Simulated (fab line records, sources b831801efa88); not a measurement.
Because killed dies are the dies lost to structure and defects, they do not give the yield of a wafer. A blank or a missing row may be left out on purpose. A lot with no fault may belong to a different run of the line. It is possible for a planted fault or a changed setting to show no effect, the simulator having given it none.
Chamber matching || flow gf180mcu || rie-diel-04 running GF_V3_ETCH_16: 4 sister chambers
The step etches BARC in N2/H2. 4 wafers are shown with their chamber, then 8 later ones without.

WAFERS WITH THEIR CHAMBER
{"wafer": "L078.1", "chamber": 0, "throttle-valve-pct (%)": 13.221}
{"wafer": "L083.3", "chamber": 2, "throttle-valve-pct (%)": 13.236}
{"wafer": "L083.4", "chamber": 3, "throttle-valve-pct (%)": 13.228}
{"wafer": "L085.1", "chamber": 1, "throttle-valve-pct (%)": 13.220}

WAFERS WHOSE CHAMBER IS MISSING
{"wafer": "L085.3", "throttle-valve-pct (%)": 13.233}
{"wafer": "L085.5", "throttle-valve-pct (%)": 13.221}
{"wafer": "L086.1", "throttle-valve-pct (%)": 13.224}
{"wafer": "L086.2", "throttle-valve-pct (%)": 13.222}
{"wafer": "L086.3", "throttle-valve-pct (%)": 13.241}
{"wafer": "L086.4", "throttle-valve-pct (%)": 13.238}
{"wafer": "L086.5", "throttle-valve-pct (%)": 13.213}
{"wafer": "L086.6", "throttle-valve-pct (%)": 13.208}

WHICH CHAMBER EACH ONE RAN IN
{"wafer": "L085.3", "from the rows above": "can't be placed: 2 or 3 or 0 or 1", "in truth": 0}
{"wafer": "L085.5", "from the rows above": "can't be placed: 0 or 1 or 3", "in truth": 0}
{"wafer": "L086.1", "from the rows above": "can't be placed: 0 or 1 or 3 or 2", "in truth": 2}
{"wafer": "L086.2", "from the rows above": "can't be placed: 0 or 1 or 3", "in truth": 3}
{"wafer": "L086.3", "from the rows above": "can't be placed: 2 or 3", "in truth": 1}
{"wafer": "L086.4", "from the rows above": "can't be placed: 2 or 3", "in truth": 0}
{"wafer": "L086.5", "from the rows above": "can't be placed: 1 or 0 or 3", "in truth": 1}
{"wafer": "L086.6", "from the rows above": "can't be placed: 1 or 0 or 3", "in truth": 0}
Correct placement for 0 of the 8. These rows do not allow placing 8 (true chamber among the candidates in 6). Placed wrongly: 0.
How it was worked out, from the rows above alone: a wafer's distance from a chamber is the root of the sum, over the readings, of the square of ((its reading less the chamber's mean) divided by the reading's scatter). If the next closest chamber is less than 2 further off than the closest, the wafer can't be placed; otherwise it belongs to the closest. The mean given for a chamber averages the wafers shown for that chamber. The scatter (one wafer shown for each chamber): square how far every hidden wafer sits from the nearest shown wafer, average those squares and take the square root.
